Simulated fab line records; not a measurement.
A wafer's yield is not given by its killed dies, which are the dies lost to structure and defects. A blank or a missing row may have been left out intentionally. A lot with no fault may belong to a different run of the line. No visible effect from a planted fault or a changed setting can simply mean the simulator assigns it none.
fab line records	flow sky130
[record] lots = 24	wafers = 72	last-day = 50
route steps=708 shown FIELD_ISO@17 LOCAL_INTERCONNECT@399 CONTACT@423 METAL1@452 VIA2@529 METAL4@599
lots with no fault: from the same line, run without faults
start-h: start of the lot's first displayed wafer, in hours after the record's first day	wait-h: hours elapsed since this lot's preceding step	" as in the row above	L1.1+2: a single row standing in for several wafers	- no value, or no start was given	* or withheld: withheld	< > ~ a bound
route shown NAME@n: NAME is a module with steps in the file, n the number in the route of the first one	usual: the fault-free wafers' mean and standard deviation	same: alike in all rows	chamber/n: place in a boat	sites: each site's reading	_std_site: their standard deviation	_edge_site: mean of outer sites minus mean of inner sites	radius-mm: how far each site lies from the wafer's centre	mask NAME#n: copy n	behind: the most recent tool/chamber to have shaped the wafer	hold: why the lot went on hold/how many hours it stayed there/how the hold came to an end	device: names the non-switching transistor (n, p or np)	end of line: at the end of the route, the tests of the same wafers	a step given without rows: its recipe and nothing more	killed: count of dies lost to structure and defects at first sort (not the wafer's yield)	map: dies across one wafer; x = killed, . = not, _ = none there
set.NAME: the setting that was run; set.NAME@STEP: the one run at that earlier step	model.NAME: the simulator's own value behind a step, which no gauge read
route steps across a sampled set of lots; one table per step, one row per wafer
services: from which hour (start-h, from the record's first day; less than 0 if before it) a tool's chamber was out of use, for how many hours, and why
[[steps]]
[step SKY_FIELD_ISO_STRIP_16]
[recipe] chemistry = O2/N2	power-w = 1400	pressure-mtorr = 1500	platen-temp-c = withheld	o2-flow-sccm = 3000	n2-flow-sccm = 300	overash-fraction = 0.5
[usual] drypump-motor-current-A = 5.73/0.18	oes-product-au = 0.377/0.0044	strip-time-to-endpoint-s = 3.550/0.026
lot.wafer	tool	chamber	start-h	wait-h	drypump-motor-current-A	oes-product-au	rf-hours-counter-h	strip-time-to-endpoint-s
L074.2	plasma-asher-03	0	28.79	0.0	5.87	0.378	36	3.600
L074.3	"	1	"	"	5.37	0.371	-	3.522
L074.4	"	0	"	"	5.84	0.379	-	3.536
L075.4	plasma-asher-03	0	34.38	0.1	5.80	0.379	-	3.558
L075.5	"	0	"	"	5.86	0.378	-	3.568
L075.6	"	1	"	"	5.38	0.370	-	3.545
L076.1	plasma-asher-03	0	38.84	0.0	5.87	0.376	38	3.515
L076.2	"	1	"	"	5.37	0.377	38	3.498
L076.4	"	1	"	"	5.39	0.379	-	3.592
L077.1	plasma-asher-02	0	44.89	0.0	5.60	0.382	41	3.531
L077.2	"	1	"	"	5.91	0.374	41	3.549
L077.5	"	0	"	"	5.62	0.372	-	3.549
L078.1	plasma-asher-02	0	50.49	0.0	5.62	0.373	42	3.557
L078.2	"	1	"	"	5.87	0.380	42	3.554
L078.3	"	1	"	"	5.89	0.381	-	3.549
L079.2	plasma-asher-02	0	56.64	0.0	5.63	0.377	42	3.518
L079.3	"	1	"	"	5.89	0.369	-	3.563
L079.6	"	1	"	"	5.88	0.383	-	3.548
L080.1	plasma-asher-03	1	65.34	0.0	5.46	0.379	41	3.491
L080.3	"	1	"	"	5.40	0.380	-	3.494
L080.6	"	1	"	"	5.43	0.382	-	3.527
L081.4	plasma-asher-02	0	66.32	0.1	5.61	0.387	-	3.559
L081.5	"	1	"	"	5.86	0.378	-	3.481
L081.6	"	0	"	"	5.63	0.373	-	3.560
L082.4	plasma-asher-04	0	73.17	0.1	5.76	0.385	-	3.524
L082.5	"	0	"	"	5.77	0.366	-	3.515
L082.6	"	1	"	"	5.87	0.374	-	3.513
L083.1	plasma-asher-02	0	77.49	0.0	5.61	0.383	44	3.513
L083.2	"	1	"	"	5.85	0.375	44	3.502
L083.3	"	1	"	"	5.90	0.379	-	3.553
L084.3	plasma-asher-03	0	82.18	0.1	5.88	0.377	-	3.584
L084.5	"	0	"	"	5.84	0.389	-	3.552
L084.6	"	1	"	"	5.36	0.380	-	3.587
L085.1	plasma-asher-03	1	86.84	0.0	5.37	0.381	43	3.553
L085.2	"	0	"	"	5.82	0.373	43	3.576
L085.5	"	0	"	"	5.89	0.378	-	3.570
L086.1	plasma-asher-04	0	93.73	0.0	5.75	0.374	24	3.544
L086.2	"	1	"	"	5.88	0.376	24	3.566
L086.5	"	1	"	"	5.85	0.378	-	3.587
L087.3	plasma-asher-04	0	96.27	0.1	5.75	0.382	-	3.558
L087.4	"	1	"	"	5.89	0.381	-	3.570
L087.6	"	0	"	"	5.75	0.385	-	3.538
L088.2	plasma-asher-04	0	102.54	0.0	5.74	0.375	26	3.569
L088.4	"	1	"	"	5.87	0.374	-	3.546
L088.6	"	0	"	"	5.75	0.380	-	3.580
L089.4	plasma-asher-04	1	106.02	0.1	5.87	0.381	-	3.538
L089.5	"	0	"	"	5.75	0.375	-	3.577
L089.6	"	1	"	"	5.85	0.380	-	3.579
L090.1	plasma-asher-04	0	112.44	0.0	5.75	0.381	27	3.521
L090.5	"	0	"	"	5.75	0.375	-	3.558
L090.6	"	1	"	"	5.88	0.373	-	3.547
L091.1	plasma-asher-03	1	117.64	0.0	5.44	0.381	46	3.589
L091.4	"	0	"	"	5.90	0.379	-	3.568
L091.5	"	1	"	"	5.41	0.381	-	3.590
L092.1	plasma-asher-02	0	123.64	0.0	5.63	0.385	1	3.563
L092.4	"	1	"	"	5.89	0.377	-	3.519
L092.5	"	0	"	"	5.61	0.365	-	3.532
L093.1	plasma-asher-04	1	127.74	0.0	5.83	0.374	29	3.572
L093.4	"	1	"	"	5.82	0.379	-	3.503
L093.6	"	1	"	"	5.83	0.378	-	3.535
L094.1	plasma-asher-04	0	134.99	0.0	5.74	0.371	29	3.553
L094.3	"	0	"	"	5.74	0.379	-	3.553
L094.4	"	1	"	"	5.87	0.378	-	3.570
L095.1	plasma-asher-02	1	140.09	0.0	5.88	0.379	2	3.528
L095.3	"	1	"	"	5.84	0.379	-	3.561
L095.6	"	0	"	"	5.62	0.374	-	3.533
L096.1	plasma-asher-03	1	145.94	0.0	5.38	0.375	49	3.535
L096.2	"	0	"	"	5.85	0.380	49	3.566
L096.3	"	1	"	"	5.38	0.374	-	3.540
L097.3	plasma-asher-02	1	149.63	0.1	5.85	0.376	-	3.572
L097.4	"	0	"	"	5.60	0.375	-	3.575
L097.6	"	0	"	"	5.60	0.384	-	3.567
[step SKY_LOCAL_INTERCONNECT_OVL_MEAS_12]
[usual] LOCAL_INTERCONNECT_OVL = -2/6.2
lot.wafer	tool	chamber	start-h	wait-h	LOCAL_INTERCONNECT_OVL[nm]
L075.4	overlay-02	-	722.16	0.1	2
L075.5	"	-	"	"	9
L075.6	"	-	"	"	9
L074.2	overlay-01	-	724.90	0.1	8
L074.3	"	-	"	"	14
L074.4	"	-	"	"	6
L076.1	overlay-01	-	734.79	0.1	12
L076.2	"	-	"	"	6
L076.4	"	-	"	"	5
L077.1	overlay-01	-	738.99	0.1	3
L077.2	"	-	"	"	-8
L077.5	"	-	"	"	-1
L078.1	overlay-01	-	748.09	0.1	-1
L078.2	"	-	"	"	-1
L078.3	"	-	"	"	1
L079.2	overlay-01	-	751.55	0.1	-7
L079.3	"	-	"	"	-4
L079.6	"	-	"	"	-10
L080.1	overlay-01	-	762.24	0.1	-4
L080.3	"	-	"	"	-1
L080.6	"	-	"	"	4
L081.4	overlay-02	-	764.56	0.1	-10
L081.5	"	-	"	"	-6
L081.6	"	-	"	"	-3
L082.4	overlay-01	-	773.76	0.1	-5
L082.5	"	-	"	"	-6
L082.6	"	-	"	"	-7
L083.1	overlay-01	-	780.69	0.1	1
L083.2	"	-	"	"	-6
L083.3	"	-	"	"	4
L084.3	overlay-01	-	786.45	0.1	-9
L084.5	"	-	"	"	-12
L084.6	"	-	"	"	-2
L085.1	overlay-01	-	796.39	0.1	-1
L085.2	"	-	"	"	5
L085.5	"	-	"	"	2
L086.1	overlay-01	-	802.74	0.1	-3
L086.2	"	-	"	"	-8
L086.5	"	-	"	"	-8
L087.3	overlay-01	-	809.25	0.1	-5
L087.4	"	-	"	"	-1
L087.6	"	-	"	"	2
L088.2	overlay-02	-	822.34	0.1	-8
L088.4	"	-	"	"	-6
L088.6	"	-	"	"	-5
L089.4	overlay-01	-	824.86	0.1	-5
L089.5	"	-	"	"	2
L089.6	"	-	"	"	-8
L090.1	overlay-02	-	841.39	0.1	-4
L090.5	"	-	"	"	-4
L090.6	"	-	"	"	1
L091.1	overlay-02	-	845.74	0.1	-6
L091.4	"	-	"	"	-7
L091.5	"	-	"	"	0
L093.1	overlay-01	-	847.69	0.1	-2
L093.4	"	-	"	"	-5
L093.6	"	-	"	"	-6
L092.1	overlay-01	-	851.24	0.1	0
L092.4	"	-	"	"	-7
L092.5	"	-	"	"	-5
L094.1	overlay-01	-	857.84	0.1	-1
L094.3	"	-	"	"	-3
L094.4	"	-	"	"	-5
L095.1	overlay-02	-	874.09	0.1	-13
L095.3	"	-	"	"	-7
L095.6	"	-	"	"	-13
L096.1	overlay-01	-	881.59	0.1	6
L096.2	"	-	"	"	1
L096.3	"	-	"	"	5
L097.3	overlay-01	-	892.70	0.1	-5
L097.4	"	-	"	"	1
L097.6	"	-	"	"	0
[step SKY_CONTACT_ETCH_17]
[recipe] target = SiO2	chemistry = C4F8/O2/Ar	stop-on = Si3N4	mask-material = KrF-thick	source-w = 1500	bias-w = 1200	pressure-mtorr = 40	c4f8-flow-sccm = withheld	O2_flow_sccm = 6	Ar_flow_sccm = 300	time-s = withheld	target-depth-a = 3400
[usual] oes-product-au = 0.892/0.0048
lot.wafer	tool	chamber	start-h	wait-h	oes-product-au
L075.4	rie-diel-01	1	751.17	0.0	0.894
L075.5	"	2	"	"	0.900
L075.6	"	3	"	"	0.903
L074.2	rie-diel-02	3	754.12	0.0	0.891
L074.3	"	1	"	"	0.895
L074.4	"	2	"	"	0.898
L076.1	rie-diel-02	0	764.12	0.0	0.891
L076.2	"	3	"	"	0.899
L076.4	"	1	"	"	0.878
L077.1	rie-diel-01	3	767.82	0.0	0.895
L077.2	"	1	"	"	0.890
L077.5	"	0	"	"	0.889
L078.1	rie-diel-04	2	776.87	0.0	0.891
L078.2	"	0	"	"	0.902
L078.3	"	3	"	"	0.898
L079.2	rie-diel-01	1	779.32	0.0	0.885
L079.3	"	3	"	"	0.892
L079.6	"	0	"	"	0.886
L080.1	rie-diel-02	2	790.82	0.0	0.894
L080.3	"	3	"	"	0.879
L080.6	"	3	"	"	0.886
L081.4	rie-diel-02	1	792.67	0.0	0.898
L081.5	"	2	"	"	0.893
L081.6	"	3	"	"	0.895
L082.4	rie-diel-04	0	802.17	0.0	0.891
L082.5	"	3	"	"	0.891
L082.6	"	2	"	"	0.889
L083.1	rie-diel-01	0	808.42	0.0	0.895
L083.2	"	1	"	"	0.889
L083.3	"	3	"	"	0.891
L084.3	rie-diel-01	3	814.32	0.0	0.897
L084.5	"	1	"	"	0.888
L084.6	"	2	"	"	0.891
L085.1	rie-diel-02	1	824.52	0.0	0.895
L085.2	"	2	"	"	0.897
L085.5	"	2	"	"	0.896
L086.1	rie-diel-04	3	831.32	0.0	0.891
L086.2	"	2	"	"	0.892
L086.5	"	0	"	"	0.893
L087.3	rie-diel-04	1	837.23	0.0	0.893
L087.4	"	2	"	"	0.892
L087.6	"	1	"	"	0.889
L088.2	rie-diel-04	1	849.73	0.0	0.894
L088.4	"	2	"	"	0.886
L088.6	"	0	"	"	0.886
L089.4	rie-diel-01	1	852.78	0.0	0.896
L089.5	"	2	"	"	0.894
L089.6	"	3	"	"	0.894
L090.1	rie-diel-04	3	868.73	0.0	0.902
L090.5	"	1	"	"	0.895
L090.6	"	0	"	"	0.892
L091.1	rie-diel-02	3	873.37	0.0	0.904
L091.4	"	2	"	"	0.887
L091.5	"	1	"	"	0.889
L093.1	rie-diel-01	1	875.63	0.0	0.889
L093.4	"	3	"	"	0.888
L093.6	"	1	"	"	0.889
L092.1	rie-diel-01	1	879.17	0.0	0.890
L092.4	"	3	"	"	0.890
L092.5	"	1	"	"	0.883
L094.1	rie-diel-02	1	884.42	0.0	0.887
L094.3	"	3	"	"	0.885
L094.4	"	0	"	"	0.883
L095.1	rie-diel-02	2	901.02	0.0	0.890
L095.3	"	0	"	"	0.889
L095.6	"	1	"	"	0.891
L096.1	rie-diel-04	2	908.72	0.0	0.903
L096.2	"	1	"	"	0.893
L096.3	"	0	"	"	0.886
L097.3	rie-diel-02	2	919.57	0.0	0.891
L097.4	"	1	"	"	0.896
L097.6	"	1	"	"	0.898
[step SKY_METAL1_ETCH_18]
[recipe] chemistry = N2/H2	target = BARC	ion-energy-ev = 200	bias-w = 100	pressure-mtorr = 30	n2-flow-sccm = 100	h2-flow-sccm = 200	icp-w = 500	stop-on = SiO2	time-s = 45.9	target-depth-a = 600
[usual] drypump-motor-current-A = 5.7/0.46	oes-product-au = 0.855/0.0048	throttle-valve-pct = 13.226/0.009
lot.wafer	tool	chamber	start-h	wait-h	drypump-motor-current-A	oes-product-au	rf-hours-counter-h	throttle-valve-pct
L075.4	rie-metal-02	0	778.98	0.0	6.4	0.860	-	13.232
L075.5	"	1	"	"	5.2	0.862	-	13.236
L075.6	"	0	"	"	6.4	0.859	-	13.228
L074.2	rie-metal-03	0	782.21	0.0	5.5	0.854	13	13.232
L074.3	"	0	"	"	5.5	0.854	-	13.233
L074.4	"	1	"	"	5.7	0.854	-	13.215
L076.1	rie-metal-04	1	792.78	0.0	5.3	0.861	1	13.227
L076.2	"	0	"	"	6.4	0.850	14	13.236
L076.4	"	1	"	"	5.3	0.852	-	13.234
L077.1	rie-metal-02	0	796.42	0.0	6.4	0.861	11	13.221
L077.2	"	1	"	"	5.2	0.854	12	13.217
L077.5	"	1	"	"	5.2	0.862	-	13.214
L078.1	rie-metal-04	1	805.35	0.1	5.3	0.855	1	13.228
L078.2	"	1	"	"	5.3	0.864	-	13.225
L078.3	"	1	"	"	5.3	0.851	-	13.237
L079.2	rie-metal-03	1	807.72	0.0	5.7	0.858	16	13.228
L079.3	"	1	"	"	5.7	0.857	-	13.211
L079.6	"	1	"	"	5.7	0.851	-	13.221
L080.1	rie-metal-03	0	819.29	0.1	5.5	0.852	14	13.228
L080.3	"	0	"	"	5.5	0.860	-	13.226
L080.6	"	0	"	"	5.5	0.861	-	13.222
L081.4	rie-metal-03	0	820.91	0.1	5.5	0.849	-	13.234
L081.5	"	0	"	"	5.5	0.859	-	13.223
L081.6	"	0	"	"	5.5	0.854	-	13.219
L082.4	rie-metal-03	0	830.15	0.1	5.5	0.851	-	13.223
L082.5	"	0	"	"	5.5	0.847	-	13.225
L082.6	"	0	"	"	5.5	0.853	-	13.226
L083.1	rie-metal-02	1	836.81	0.0	5.2	0.860	13	13.236
L083.2	"	0	"	"	6.5	0.858	12	13.221
L083.3	"	0	"	"	6.4	0.846	-	13.222
L084.3	rie-metal-02	1	842.24	0.0	5.2	0.855	-	13.226
L084.5	"	1	"	"	5.2	0.859	-	13.217
L084.6	"	0	"	"	6.4	0.856	-	13.228
L085.1	rie-metal-04	1	852.61	0.0	5.3	0.855	5	13.231
L085.2	"	0	"	"	6.4	0.855	1	13.246
L085.5	"	1	"	"	5.3	0.853	-	13.232
L086.1	rie-metal-04	0	858.26	0.0	6.3	0.860	1	13.220
L086.2	"	1	"	"	5.3	0.861	5	13.232
L086.5	"	1	"	"	5.3	0.859	-	13.220
L087.3	rie-metal-03	1	865.11	0.0	5.7	0.855	-	13.235
L087.4	"	0	"	"	5.5	0.853	-	13.218
L087.6	"	0	"	"	5.5	0.864	-	13.230
L088.2	rie-metal-02	1	877.37	0.0	5.2	0.852	15	13.222
L088.4	"	0	"	"	6.4	0.855	-	13.214
L088.6	"	0	"	"	6.4	0.856	-	13.221
L089.4	rie-metal-04	1	880.68	0.0	5.3	0.858	-	13.224
L089.5	"	0	"	"	6.3	0.864	-	13.231
L089.6	"	1	"	"	5.3	0.852	-	13.238
L090.1	rie-metal-04	1	895.81	0.0	5.3	0.855	6	13.223
L090.5	"	0	"	"	6.3	0.849	-	13.216
L090.6	"	1	"	"	5.3	0.858	-	13.220
L091.1	rie-metal-04	1	900.31	0.0	5.3	0.853	7	13.211
L091.4	"	0	"	"	6.4	0.863	-	13.233
L091.5	"	0	"	"	6.4	0.862	-	13.240
L093.1	rie-metal-03	1	903.56	0.0	5.7	0.852	3	13.222
L093.4	"	1	"	"	5.7	0.857	-	13.239
L093.6	"	1	"	"	5.7	0.850	-	13.229
L092.1	rie-metal-04	0	906.46	0.0	6.3	0.862	3	13.215
L092.4	"	1	"	"	5.3	0.852	-	13.231
L092.5	"	0	"	"	6.4	0.861	-	13.227
L094.1	rie-metal-04	1	911.86	0.0	5.3	0.861	7	13.225
L094.3	"	1	"	"	5.3	0.861	-	13.236
L094.4	"	0	"	"	6.3	0.859	-	13.226
L095.1	rie-metal-03	1	927.84	0.1	5.7	0.857	4	13.235
L095.3	"	1	"	"	5.7	0.860	-	13.225
L095.6	"	1	"	"	5.7	0.861	-	13.249
L096.1	rie-metal-04	1	936.06	0.0	5.3	0.850	8	13.236
L096.2	"	0	"	"	6.3	0.855	4	13.225
L096.3	"	1	"	"	5.3	0.852	-	13.239
L097.3	rie-metal-02	1	945.80	0.1	5.2	0.856	-	13.228
L097.4	"	1	"	"	5.2	0.848	-	13.219
L097.6	"	1	"	"	5.2	0.847	-	13.237
[step SKY_VIA2_RS_MEAS_22]
[recipe] thk-meas-gauge = four-point-probe	reads = W_of_VIA2_CVD_21+TiN_of_VIA2_SPUTTER_20
[usual] VIA2_W_RS = 0.2740/0.0028
lot.wafer	tool	chamber	start-h	wait-h	VIA2_W_RS[ohm/sq]
L075.4	film-metro-04	-	862.65	0.1	0.2753
L075.5	"	-	"	"	0.2734
L075.6	"	-	"	"	0.2756
L074.2	film-metro-01	-	867.19	0.1	0.2747
L074.3	"	-	"	"	0.2744
L074.4	"	-	"	"	0.2738
L076.1	film-metro-03	-	876.77	0.1	0.2690
L076.2	"	-	"	"	0.2711
L076.4	"	-	"	"	0.2721
L077.1	film-metro-04	-	881.26	0.1	0.2716
L077.2	"	-	"	"	0.2716
L077.5	"	-	"	"	0.2734
L078.1	film-metro-01	-	888.56	0.1	0.2745
L078.2	"	-	"	"	0.2754
L078.3	"	-	"	"	0.2756
L079.2	film-metro-01	-	890.48	0.1	0.2684
L079.3	"	-	"	"	0.2713
L079.6	"	-	"	"	0.2710
L080.1	film-metro-01	-	902.62	0.1	0.2743
L080.3	"	-	"	"	0.2713
L080.6	"	-	"	"	0.2727
L081.4	film-metro-04	-	904.82	0.1	0.2722
L081.5	"	-	"	"	0.2675
L081.6	"	-	"	"	0.2707
L082.4	film-metro-04	-	913.33	0.1	0.2748
L082.5	"	-	"	"	0.2748
L082.6	"	-	"	"	0.2735
L083.1	film-metro-01	-	918.23	0.1	0.2728
L083.2	"	-	"	"	0.2742
L083.3	"	-	"	"	0.2730
L084.3	film-metro-04	-	924.69	0.1	0.2705
L084.5	"	-	"	"	0.2704
L084.6	"	-	"	"	0.2729
L085.1	film-metro-03	-	934.93	0.2	0.2699
L085.2	"	-	"	"	0.2715
L085.5	"	-	"	"	0.2712
L086.1	film-metro-01	-	940.18	0.1	0.2758
L086.2	"	-	"	"	0.2722
L086.5	"	-	"	"	0.2738
L087.3	film-metro-01	-	946.85	0.1	0.2741
L087.4	"	-	"	"	0.2795
L087.6	"	-	"	"	0.2745
L088.2	film-metro-01	-	958.44	0.1	0.2750
L088.4	"	-	"	"	0.2772
L088.6	"	-	"	"	0.2781
L089.4	film-metro-04	-	961.95	0.1	0.2750
L089.5	"	-	"	"	0.2703
L089.6	"	-	"	"	0.2744
L090.1	film-metro-03	-	974.73	0.1	0.2744
L090.5	"	-	"	"	0.2746
L090.6	"	-	"	"	0.2755
L091.1	film-metro-03	-	978.85	0.1	0.2764
L091.4	"	-	"	"	0.2693
L091.5	"	-	"	"	0.2722
L093.1	film-metro-03	-	983.04	0.1	0.2723
L093.4	"	-	"	"	0.2756
L093.6	"	-	"	"	0.2758
L092.1	film-metro-04	-	985.32	0.1	0.2746
L092.4	"	-	"	"	0.2742
L092.5	"	-	"	"	0.2714
L094.1	film-metro-04	-	990.31	0.1	0.2769
L094.3	"	-	"	"	0.2763
L094.4	"	-	"	"	0.2769
L095.1	film-metro-03	-	1004.88	0.1	0.2742
L095.3	"	-	"	"	0.2754
L095.6	"	-	"	"	0.2757
L096.1	film-metro-03	-	1013.27	0.1	0.2734
L096.2	"	-	"	"	0.2762
L096.3	"	-	"	"	0.2744
L097.3	film-metro-04	-	1022.57	0.1	0.2749
L097.4	"	-	"	"	0.2737
L097.6	"	-	"	"	0.2755
[step SKY_METAL4_SPUTTER_01]
[recipe] material = TiN	target-thk-nm = 20	power-w = 6500	time-s = 16.7	chamber-pressure-pa = 0.4
[usual] throttle-valve-pct = 30.2/0.72
lot.wafer	tool	chamber	start-h	wait-h	throttle-valve-pct
L075.4	pvd-sputter-03	-	943.03	0.0	30.3
L075.5	"	-	"	"	29.6
L075.6	"	-	"	"	29.9
L074.2	pvd-sputter-03	-	946.61	0.0	30.1
L074.3	"	-	"	"	29.7
L074.4	"	-	"	"	31.0
L076.1	pvd-sputter-03	-	956.37	0.0	29.6
L076.2	"	-	"	"	30.8
L076.4	"	-	"	"	30.1
L077.1	pvd-sputter-04	-	960.56	0.0	29.2
L077.2	"	-	"	"	31.6
L077.5	"	-	"	"	29.5
L078.1	pvd-sputter-04	-	967.30	0.0	31.7
L078.2	"	-	"	"	30.1
L078.3	"	-	"	"	29.4
L079.2	pvd-sputter-03	-	969.01	0.0	30.1
L079.3	"	-	"	"	29.6
L079.6	"	-	"	"	30.9
L080.1	pvd-sputter-04	-	980.50	0.0	31.9
L080.3	"	-	"	"	30.2
L080.6	"	-	"	"	30.1
L081.4	pvd-sputter-03	-	982.30	0.0	30.2
L081.5	"	-	"	"	31.0
L081.6	"	-	"	"	30.3
L082.4	pvd-sputter-04	-	990.46	0.0	30.0
L082.5	"	-	"	"	31.8
L082.6	"	-	"	"	29.3
L083.1	pvd-sputter-04	-	996.71	0.0	31.8
L083.2	"	-	"	"	29.2
L083.3	"	-	"	"	30.2
L084.3	pvd-sputter-03	-	1001.76	0.0	30.1
L084.5	"	-	"	"	29.5
L084.6	"	-	"	"	31.0
L085.1	pvd-sputter-04	-	1010.94	0.0	29.5
L085.2	"	-	"	"	29.8
L085.5	"	-	"	"	31.8
L086.1	pvd-sputter-04	-	1015.81	0.0	30.3
L086.2	"	-	"	"	29.5
L086.5	"	-	"	"	30.2
L087.3	pvd-sputter-03	-	1022.48	0.0	30.1
L087.4	"	-	"	"	30.2
L087.6	"	-	"	"	30.4
L088.2	pvd-sputter-03	-	1033.96	0.0	30.0
L088.4	"	-	"	"	30.2
L088.6	"	-	"	"	29.5
L089.4	pvd-sputter-04	-	1035.97	0.0	30.3
L089.5	"	-	"	"	29.4
L089.6	"	-	"	"	30.2
L090.1	pvd-sputter-04	-	1048.01	0.0	29.8
L090.5	"	-	"	"	30.4
L090.6	"	-	"	"	30.1
L091.1	pvd-sputter-03	-	1052.30	0.0	30.0
L091.4	"	-	"	"	29.9
L091.5	"	-	"	"	30.8
L093.1	pvd-sputter-03	-	1056.26	0.0	29.7
L093.4	"	-	"	"	30.6
L093.6	"	-	"	"	31.0
L092.1	pvd-sputter-04	-	1058.41	0.0	30.1
L092.4	"	-	"	"	30.5
L092.5	"	-	"	"	32.0
L094.1	pvd-sputter-02	-	1062.94	0.0	29.1
L094.3	"	-	"	"	31.5
L094.4	"	-	"	"	29.2
L095.1	pvd-sputter-03	-	1076.80	0.0	29.7
L095.3	"	-	"	"	30.2
L095.6	"	-	"	"	30.8
L096.1	pvd-sputter-04	-	1083.85	0.0	29.1
L096.2	"	-	"	"	29.9
L096.3	"	-	"	"	32.1
L097.3	pvd-sputter-04	-	1092.51	0.0	30.0
L097.4	"	-	"	"	31.5
L097.6	"	-	"	"	29.6
[[services]]
tool	chamber	start-h	hours	kind
pvd-sputter-03	-	34.25	14.3	repair
pvd-sputter-03	-	99.07	2.9	repair
rie-metal-04	0	165.82	5.6	repair
pvd-sputter-04	-	190.94	4.8	repair
rie-metal-04	-	205.38	16.0	repair
pvd-sputter-03	-	230.99	3.2	repair
pvd-sputter-03	-	262.95	2.0	repair
pvd-sputter-03	-	310.82	4.2	repair
pvd-sputter-04	-	341.57	9.9	repair
pvd-sputter-04	-	355.70	5.5	repair
rie-metal-04	-	434.50	28.1	pm
pvd-sputter-03	-	439.70	4.8	repair
pvd-sputter-03	-	441.95	2.9	repair
pvd-sputter-04	-	456.33	7.9	repair
pvd-sputter-03	-	576.23	1.5	repair
rie-metal-04	0	633.89	2.9	repair
pvd-sputter-04	-	770.27	6.0	repair
pvd-sputter-04	-	791.63	6.7	repair
pvd-sputter-03	-	814.96	2.6	repair
pvd-sputter-04	-	822.06	1.9	repair
pvd-sputter-04	-	825.36	3.1	repair
pvd-sputter-03	-	858.00	2.0	repair
pvd-sputter-03	-	911.76	4.0	repair
pvd-sputter-04	-	1002.12	4.5	repair
[[key]]
fault none
